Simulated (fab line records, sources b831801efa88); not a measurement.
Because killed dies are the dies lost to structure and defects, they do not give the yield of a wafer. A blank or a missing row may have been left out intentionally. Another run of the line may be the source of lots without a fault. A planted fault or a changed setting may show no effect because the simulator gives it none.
Which tool is to blame? | flow sfq line | route of 325 steps, sampled at 1 step: 13 lots, 39 wafers

## WHAT EACH GAUGE READ, for each wafer
Not one reading of a measure or inspect step in the record can be checked against a usual standard deviation.

## WHAT TOOL EACH LOT RAN ON (gives the tool, then ch and the chambers of the sampled wafers, and finally the start)
lot  | SFQ_TRILAYER_I2_VIA_BARC_OPEN_VIA_ETCH_096
L866 | rie diel-03 ch 1,2, day 31 12:17
L868 | rie diel-01 ch 0,2,3, day 32 06:17
L869 | rie diel-01 ch 0,2,3, day 38 11:57
L870 | rie diel-03 ch 1,2,3, day 38 15:33
L872 | rie diel-02 ch 0,1,2, day 39 15:05
L874 | rie diel-01 ch 0,3, day 40 07:53
L880 | rie diel-01 ch 0,1,3, day 42 18:37
L882 | rie diel-03 ch 0,1,2, day 44 11:25
L884 | rie diel-03 ch 1,3, day 46 03:01
L885 | rie diel-01 ch 0,2,3, day 46 07:49
L886 | rie diel-02 ch 0,2, day 46 11:25
L887 | rie diel-01 ch 0,2,3, day 46 13:49
L888 | rie diel-03 ch 0,2,3, day 46 15:01
- SFQ_TRILAYER_I2_VIA_BARC_OPEN_VIA_ETCH_096: etches BARC in O2, target depth 125 nm, time 41.7 s.

## AS READ BY THE TOOLS THEMSELVES (means over the sampled wafers that have a number; for cases with no such wafer, the mark the record gives instead)
SFQ_TRILAYER_I2_VIA_BARC_OPEN_VIA_ETCH_096.
lot  | tool        | drypump motor current A (A) | oes product au (a.u.) | rf fwd power W (W) | run length s (s)
L866 | rie diel-03 | 6.0                         | 0.686                 | 494.7              | 70.2
L868 | rie diel-01 | 6.0                         | 0.683                 | 493.0              | 69.5
L869 | rie diel-01 | 6.0                         | 0.690                 | 497.1              | 69.6
L870 | rie diel-03 | 5.9                         | 0.685                 | 495.2              | 69.7
L872 | rie diel-02 | 5.3                         | 0.687                 | 493.7              | 70.5
L874 | rie diel-01 | 6.0                         | 0.690                 | 494.1              | 69.9
L880 | rie diel-01 | 5.8                         | 0.676                 | 495.1              | 71.4
L882 | rie diel-03 | 5.9                         | 0.684                 | 496.0              | 70.5
L884 | rie diel-03 | 5.7                         | 0.686                 | 493.3              | 69.6
L885 | rie diel-01 | 6.0                         | 0.685                 | 495.2              | 69.5
L886 | rie diel-02 | 5.2                         | 0.692                 | 494.0              | 70.4
L887 | rie diel-01 | 6.0                         | 0.690                 | 494.5              | 69.6
L888 | rie diel-03 | 5.5                         | 0.685                 | 495.8              | 69.8

## THE ANSWER, worked out from the rows above alone
Rule: the lots themselves supply what counts as usual. Put in order of their means at a reading, lots are off if they are a third of the lots or fewer, leave a main group of 4 or more, and stand apart from it by a gap of 3 or more times the standard deviation of the main group's means; of several such gaps the widest counts. A main group whose means are all the same, to the digits that the tables above print for the reading, isn't used. Also off: a lot with no number at a reading for which 4 or more lots have one. All remaining lots with rows at the step are treated as sound. The gauges are gone through in route order, then the tools' own readings, and for those a lot's mean is taken as printed above. The first step at which some lot is off is used, and at that step the reading that is off furthest; a lot without a number counts as furthest.
No lot is off on any of the readings shown, so nothing can be concluded from this.

## WHAT HAD BEEN PUT IN BY THE SIMULATOR
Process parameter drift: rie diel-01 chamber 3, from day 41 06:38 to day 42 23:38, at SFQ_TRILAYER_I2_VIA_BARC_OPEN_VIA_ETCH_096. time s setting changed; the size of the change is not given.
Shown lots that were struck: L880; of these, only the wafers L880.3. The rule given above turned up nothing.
